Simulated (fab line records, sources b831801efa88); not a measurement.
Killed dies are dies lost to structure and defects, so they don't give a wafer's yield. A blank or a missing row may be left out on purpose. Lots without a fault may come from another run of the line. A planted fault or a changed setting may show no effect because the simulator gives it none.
Tool commonality check | flow gf180mcu | 11 lots, 33 wafers sampled

WHY IT WAS OPENED
At GF_PSD_TW_MEAS_11 the reading PSD_TW is flagged on 2 of 11 lots. Wafers without a fault read 3169, standard deviation 18.
Rule: a lot is flagged when every wafer of it that has a number lies more than 4 standard deviations from that mean, or none has a number. The other lots count as sound.

lot  | measured     | on            | PSD_TW, wafer by wafer | flag
L182 | day 14 06:16 | film_metro-04 | 3181 3194 3195         |
L183 | day 14 12:16 | film_metro-04 | 3194 3204 3197         |
L184 | day 14 22:17 | film_metro-03 | 3185 3181 3199         |
L188 | day 16 09:08 | film_metro-04 | 3166 3179 3178         |
L190 | day 17 00:03 | film_metro-01 | 3160 3157 3153         |
L191 | day 17 10:05 | film_metro-01 | 3156 3148 3136         |
L194 | day 18 09:40 | film_metro-04 | 2946 2946 2942         | FLAGGED
L195 | day 18 20:32 | film_metro-03 | 2913 2927 2908         | FLAGGED
L202 | day 21 08:41 | film_metro-03 | 3140 3147 3178         |
L203 | day 21 16:57 | film_metro-04 | 3172 3180 3196         |
L204 | day 22 04:52 | film_metro-03 | 3175 3176 3164         |
The numbers of the flagged lots are 2930 on average: -239 against the usual, or -13 standard deviations.

WHICH TOOL RAN EACH LOT
The record holds 3 process steps before the reading, out of a route of 602 steps. In each cell: the tool, then ch and the chambers that the sampled wafers went through, then the start.
lot  | flag    | GF_POLY_GATE_ETCH_12               | GF_PSD_IMPLANT_09               | GF_PSD_STRIP_10
L182 |         | rie_diel-03 ch 0,1,3, day 9 07:04  | implanter-01 ch 0, day 14 06:03 | plasma_asher-03 ch 0,1, day 14 06:11
L183 |         | rie_diel-02 ch 1,2,3, day 9 11:41  | implanter-02 ch 0, day 14 12:02 | plasma_asher-03 ch 1, day 14 12:10
L184 |         | rie_diel-04 ch 0,1,2, day 9 20:59  | implanter-01 ch 0, day 14 22:05 | plasma_asher-01 ch 0,1, day 14 22:11
L188 |         | rie_diel-03 ch 0,2, day 11 00:44   | implanter-02 ch 0, day 16 08:54 | plasma_asher-03 ch 0,1, day 16 09:02
L190 |         | rie_diel-03 ch 0,2, day 11 12:53   | implanter-02 ch 0, day 16 23:48 | plasma_asher-03 ch 0,1, day 16 23:57
L191 |         | rie_diel-03 ch 1,2,3, day 11 21:43 | implanter-02 ch 0, day 17 09:51 | plasma_asher-01 ch 0,1, day 17 09:59
L194 | FLAGGED | rie_diel-02 ch 0,3, day 12 16:38   | implanter-02 ch 0, day 18 09:27 | plasma_asher-02 ch 0,1, day 18 09:35
L195 | FLAGGED | rie_diel-02 ch 2,3, day 12 22:40   | implanter-02 ch 0, day 18 20:17 | plasma_asher-03 ch 0,1, day 18 20:26
L202 |         | rie_diel-04 ch 1,2, day 15 05:19   | implanter-01 ch 0, day 21 08:27 | plasma_asher-02 ch 0,1, day 21 08:34
L203 |         | rie_diel-04 ch 1,3, day 15 12:41   | implanter-01 ch 0, day 21 16:42 | plasma_asher-02 ch 0,1, day 21 16:51
L204 |         | rie_diel-03 ch 2,3, day 15 21:52   | implanter-03 ch 0, day 22 04:38 | plasma_asher-03 ch 0,1, day 22 04:45
What these steps do:
- GF_POLY_GATE_ETCH_12: etches BARC in N2/H2.
- GF_PSD_IMPLANT_09
- GF_PSD_STRIP_10: strips in O2/N2.
- GF_PSD_TW_MEAS_11

FLAGGED OVER TOTAL, TOOL BY TOOL (the gauges that took the reading come last)
step                 | tool            | lots run | flagged | share of the flagged lots | sound lots run after its first flagged lot
GF_POLY_GATE_ETCH_12 | rie_diel-02     | 3        | 2       | all                       | 0
GF_POLY_GATE_ETCH_12 | rie_diel-03     | 5        | 0       | none                      | -
GF_POLY_GATE_ETCH_12 | rie_diel-04     | 3        | 0       | none                      | -
GF_PSD_IMPLANT_09    | implanter-01    | 4        | 0       | none                      | -
GF_PSD_IMPLANT_09    | implanter-02    | 6        | 2       | all                       | 0
GF_PSD_IMPLANT_09    | implanter-03    | 1        | 0       | none                      | -
GF_PSD_STRIP_10      | plasma_asher-01 | 2        | 0       | none                      | -
GF_PSD_STRIP_10      | plasma_asher-02 | 3        | 1       | some                      | 2 (L202,L203)
GF_PSD_STRIP_10      | plasma_asher-03 | 6        | 1       | some                      | 1 (L204)
GF_PSD_TW_MEAS_11    | film_metro-01   | 2        | 0       | none                      | -
GF_PSD_TW_MEAS_11    | film_metro-03   | 4        | 1       | some                      | 2 (L202,L204)
GF_PSD_TW_MEAS_11    | film_metro-04   | 5        | 1       | some                      | 1 (L203)

WHAT THE TABLE ALLOWS
2 rows of the table ran every flagged lot: rie_diel-02 at GF_POLY_GATE_ETCH_12, implanter-02 at GF_PSD_IMPLANT_09.
- rie_diel-02 at GF_POLY_GATE_ETCH_12: 2 of its 3 lots flagged. Its last sound lot is L183 (day 9 11:41), its first flagged lot L194 (day 12 16:38): a fault that began between those two fits.
- implanter-02 at GF_PSD_IMPLANT_09: 2 of its 6 lots flagged. Its last sound lot is L191 (day 17 09:51), its first flagged lot L194 (day 18 09:27): a fault that began between those two fits. Its own readings lie more than 4 standard deviations out on every wafer of the flagged lots: beam_energy_keV.
Counting lots can't tell these 2 tools apart, because each fits a fault that began at some hour. More lots, or a look at what each step does to the wafer, might.

WHAT THE SIMULATOR HAD PUT IN
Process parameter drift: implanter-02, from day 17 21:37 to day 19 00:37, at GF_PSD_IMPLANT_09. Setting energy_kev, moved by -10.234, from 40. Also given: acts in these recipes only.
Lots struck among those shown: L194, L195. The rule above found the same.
